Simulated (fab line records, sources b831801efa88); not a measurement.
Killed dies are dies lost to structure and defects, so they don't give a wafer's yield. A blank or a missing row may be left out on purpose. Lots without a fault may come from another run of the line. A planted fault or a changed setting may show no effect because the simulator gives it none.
A struck lot beside a sound one | flow sky130 | 35 steps out of a route of 708
Sound: wafers L694.3, L694.4, L694.5. Struck: wafers L698.2, L698.3, L698.6. The cause comes at the end.
At each step with rows: each side's tool, then ch and its chambers, then its first start. Under that, the readings that differ: sound wafers | struck wafers | difference of the means | sigmas: that difference in standard deviations of wafers without a fault.
alike: readings whose means differ by less than 2 such deviations, and words and numbers that are the same on both sides. not compared: withheld readings, readings that some wafer has no value for, bounds like >300 that may hide the same value, and numbers for which the record gives no deviation and whose values overlap.
The two part at a step that has a row with sigmas, a row that says differs or no value, or rows on one side only. Numbers that don't overlap but have no deviation are shown without sigmas and don't part them. A reading that every wafer of one side lacks parts them only if that side has two wafers or more.

first, 10 steps without rows for these wafers: SKY_VIA2_EXPOSE_09 (exposes mask VIM2, target cd 200 nm); SKY_VIA2_PEB_10; SKY_VIA2_DEVELOP_11 (develop time 60 s); SKY_VIA2_ETCH_14 (etches BARC in N2/H2, stops on SiO2, time 45.9 s, target depth 60 nm); SKY_VIA2_ETCH_15 (etches SiO2 in C4F8/O2/Ar, stops on TiN, target depth 546 nm, time 84 s); SKY_VIA2_STRIP_16 (strips in O2/N2); SKY_VIA2_STRIP_17 (strips in post etch residue remover, time 1200 s); SKY_VIA2_CLEAN_18 (cleans in IPA, time 180 s); SKY_VIA2_CLEAN_19 (cleans in O3/DIW); SKY_VIA2_SPUTTER_20 (material TiN, target thk 20 nm, time 80 s).
SKY_VIA2_CVD_21: deposits W, target thk 420 nm, time 126.4 s.
  sound on cvd_w-01 ch 0,1, day 39 05:59; struck on cvd_w-01 ch 0,1, day 40 00:56
  alike: heater_power_w
then, 23 steps without rows for these wafers: SKY_VIA2_CMP_24 (polishes, stops on SiO2, t overpolish 20 s, target thk 0 nm); SKY_METAL3_SPUTTER_00 (material Ti, target thk 15 nm, time 10 s); SKY_METAL3_SPUTTER_01 (material TiN, target thk 20 nm, time 16.7 s); SKY_METAL3_SPUTTER_02 (material AlCu, target thk 735 nm, time 39.1 s); SKY_METAL3_SPUTTER_03 (material Ti, target thk 5 nm, time 3.3 s); SKY_METAL3_SPUTTER_04 (material TiN, target thk 70 nm, time 58.3 s); SKY_CAPM_CVD_00 (deposits SiO2, target thk 15.5 nm); SKY_CAPM_SPUTTER_02 (material TiN, target thk 200 nm, time 166.7 s); SKY_CAPM_DEHYDRATE_05 (time 60 s); SKY_CAPM_HMDS_06 (prime time 60 s); SKY_CAPM_COAT_07 (resist thk 1140 nm); SKY_CAPM_SOFTBAKE_08 (time 60 s); SKY_CAPM_EXPOSE_09 (exposes mask CAPM, target cd 1000 nm); SKY_CAPM_PEB_10; SKY_CAPM_DEVELOP_11 (develop time 60 s); SKY_CAPM_METAL_ETCH_13 (etches TiN in Cl2/BCl3, stops on SiO2, target depth 220 nm, time 62.9 s); SKY_CAPM_STRIP_14 (strips in O2/N2); SKY_CAPM_STRIP_15 (strips in post etch residue remover, time 1200 s); SKY_CAPM_CLEAN_16 (cleans in IPA, time 180 s); SKY_CAPM_CLEAN_17 (cleans in O3/DIW); SKY_METAL3_DEHYDRATE_05 (time 60 s); SKY_METAL3_HMDS_06 (prime time 60 s); SKY_METAL3_COAT_07 (resist thk 60 nm).
-- the record jumps here: 9 days lie between the struck wafers' starts before and after (it left off in module METAL3 and takes up again in module PAD_OPEN, whose first step shown is number 708 of the route) --
SKY_PAD_OPEN_PROBE_99:
  sound on prober-01, day 48 07:28; struck on prober-01, day 48 19:37
  reading                               | sound             | struck            | difference | sigmas
  defect_limited_yield (%)              | 83.3 86.4 81.5    | 76.4 72.0 76.6    | -8.7       | -5
  killed_at_M0_to_M3                    | 34 35 49          | 70 92 71          | +38        | +6
  killed_dies                           | 82 67 91          | 116 138 115       | +43        | +5
  sort_bin_3_pad_short (%)              | 1.0 1.4 0.8       | 4.1 4.1 3.3       | +2.8       | +7
  sort_bin_5_function (%)               | 8.1 6.9 13.2      | 14.0 17.1 14.2    | +5.7       | +4
  sort_n_pass                           | 410 425 401       | 376 354 377       | -43        | -5
  sort_yield_pct (%)                    | 83.3 86.4 81.5    | 76.4 72.0 76.6    | -8.7       | -5
  model.etest.tester.sort_n_pass        | 410 425 401       | 376 354 377       | -43        |
  model.etest.tester.sort_yield_pct (%) | 83.33 86.38 81.5  | 76.42 71.95 76.63 | -8.74      |
  model.etest.tester.sort_bin_5_pct (%) | 8.13 6.911 13.21  | 14.02 17.07 14.23 | +5.69      |
  model.etest.tester.sort_bin_3_pct (%) | 1.016 1.423 0.813 | 4.065 4.065 3.252 | +2.710     |
  alike: killed_at_M4_up, killed_at_contacts, killed_at_front_end, killed_at_other, killed_open, killed_short, sort_bin_6_memory

WHERE THEY PART
Only at SKY_PAD_OPEN_PROBE_99, within this record.

WHY: what the simulator had put in
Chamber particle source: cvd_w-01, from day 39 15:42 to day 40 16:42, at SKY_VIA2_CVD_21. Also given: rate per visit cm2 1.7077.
